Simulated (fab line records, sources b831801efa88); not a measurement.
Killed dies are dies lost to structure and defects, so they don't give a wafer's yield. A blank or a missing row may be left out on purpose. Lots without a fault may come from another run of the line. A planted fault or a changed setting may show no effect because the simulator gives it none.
A struck lot beside a sound one | flow gf180mcu | 19 steps out of a route of 602
Sound: wafers L671.2, L671.3, L671.6. Struck: wafer L668.4. (L668.1, L668.3 of the same lot were not struck and are left out.) The cause comes at the end.
At each step with rows: each side's tool, then ch and its chambers, then its first start. Under that, the readings that differ: sound wafers | struck wafers | difference of the means | sigmas: that difference in standard deviations of wafers without a fault.
alike: readings whose means differ by less than 2 such deviations, and words and numbers that are the same on both sides. not compared: withheld readings, readings that some wafer has no value for, bounds like >300 that may hide the same value, and numbers for which the record gives no deviation and whose values overlap.
The two part at a step that has a row with sigmas, a row that says differs or no value, or rows on one side only. Numbers that don't overlap but have no deviation are shown without sigmas and don't part them. A reading that every wafer of one side lacks parts them only if that side has two wafers or more.

first, 1 step without rows for these wafers: GF_V5_CVD_00 (deposits SiO2, target thk 300 nm, time 50 s).
GF_V5_THK_MEAS_01:
  sound on film_metro-04, day 32 17:56; struck on film_metro-01, day 32 03:40
  alike: V5_CVD_00_THK
GF_V5_CVD_02: deposits SiO2 from TEOS, target thk 1450 nm, time 163.28 s.
  sound on pecvd-02 ch 0,1,2, day 32 17:59; struck on pecvd-02 ch 0, day 32 03:44
  alike: heater_power_w
GF_V5_THK_MEAS_03:
  sound on film_metro-04, day 32 18:06; struck on film_metro-04, day 32 03:50
  alike: V5_CVD_02_THK
GF_V5_CMP_04: polishes SiO2.
  sound on cmp-02 ch 0,1,2, day 32 18:09; struck on cmp-01 ch 1, day 32 03:57
  alike: motor_current_A
GF_V5_BOW_MEAS_05:
  sound on film_metro-02, day 32 18:28; struck on film_metro-02, day 32 04:12
  alike: V5_BOW
then, 6 steps without rows for these wafers: GF_V5_DEHYDRATE_06 (time 60 s); GF_V5_HMDS_07 (prime time 60 s); GF_V5_COAT_08; GF_V5_COAT_09 (resist thk 1000 nm); GF_V5_SOFTBAKE_10 (time 60 s); GF_V5_EXPOSE_11 (exposes mask Via5, target cd 260 nm).
GF_V5_PEB_12: peb time 90 s.
  sound on litho_track-01 ch 0, day 33 10:58; struck on litho_track-03 ch 0, day 32 20:18
  reading                  | sound             | struck | difference | sigmas
  heater_power_total_W (W) | 85.64 85.71 85.61 | 89.00  | +3.35      | +43
then, 1 step without rows for these wafers: GF_V5_DEVELOP_13 (develop time 60 s).
GF_V5_CD_MEAS_14: target cd 260 nm.
  sound on cd_sem-02, day 33 11:18; struck on cd_sem-01, day 32 20:39
  reading    | sound             | struck | difference | sigmas
  cd_nm (nm) | 261.7 261.3 260.5 | 258.9  | -2.3       | -2
GF_V5_OVL_MEAS_15:
  sound on overlay-01, day 33 11:24; struck on overlay-01, day 32 20:46
  reading     | sound   | struck | difference | sigmas
  V5_OVL (nm) | -1 0 -6 | 13     | +15        | +2
GF_V5_ETCH_16: etches BARC in N2/H2.
  sound on rie_diel-03 ch 0,2,3, day 33 11:26; struck on rie_diel-04 ch 1, day 32 20:49
  reading                     | sound       | struck | difference | sigmas
  drypump_motor_current_A (A) | 5.6 5.6 5.5 | 6.3    | +0.7       | +2
  alike: bias_w, oes_product_au, throttle_valve_pct
  not compared: model.V5.cd_nm
GF_V5_ETCH_17: etches SiO2 in C4F8/O2/Ar, stops on TiN, target depth 855 nm.
  sound on rie_diel-03 ch 0,2,3; struck on rie_diel-04 ch 1
  reading               | sound             | struck | difference | sigmas
  oes_product_au (a.u.) | 0.852 0.860 0.853 | 0.865  | +0.010     | +2
  model.V5.cd_nm (nm)   | 260.3 260.1 260.1 | 259.6  | -0.6       |
  alike: bias_w
GF_V5_STRIP_18: strips in O2/N2.
  sound on plasma_asher-01 ch 0,1, day 33 11:35; struck on plasma_asher-02 ch 0, day 32 20:58
  alike: drypump_motor_current_A, heater_power_w, o2_flow_sccm, oes_product_au
  not compared: rf_hours_counter_h

WHERE THEY PART
First at GF_V5_PEB_12; last, within this record, at GF_V5_ETCH_17. Later steps at which nothing parts them and some readings are alike: GF_V5_STRIP_18.

WHY: what the simulator had put in
Process parameter drift: litho_track-03, from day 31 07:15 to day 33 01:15, at GF_V5_PEB_12. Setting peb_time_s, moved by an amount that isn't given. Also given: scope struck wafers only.
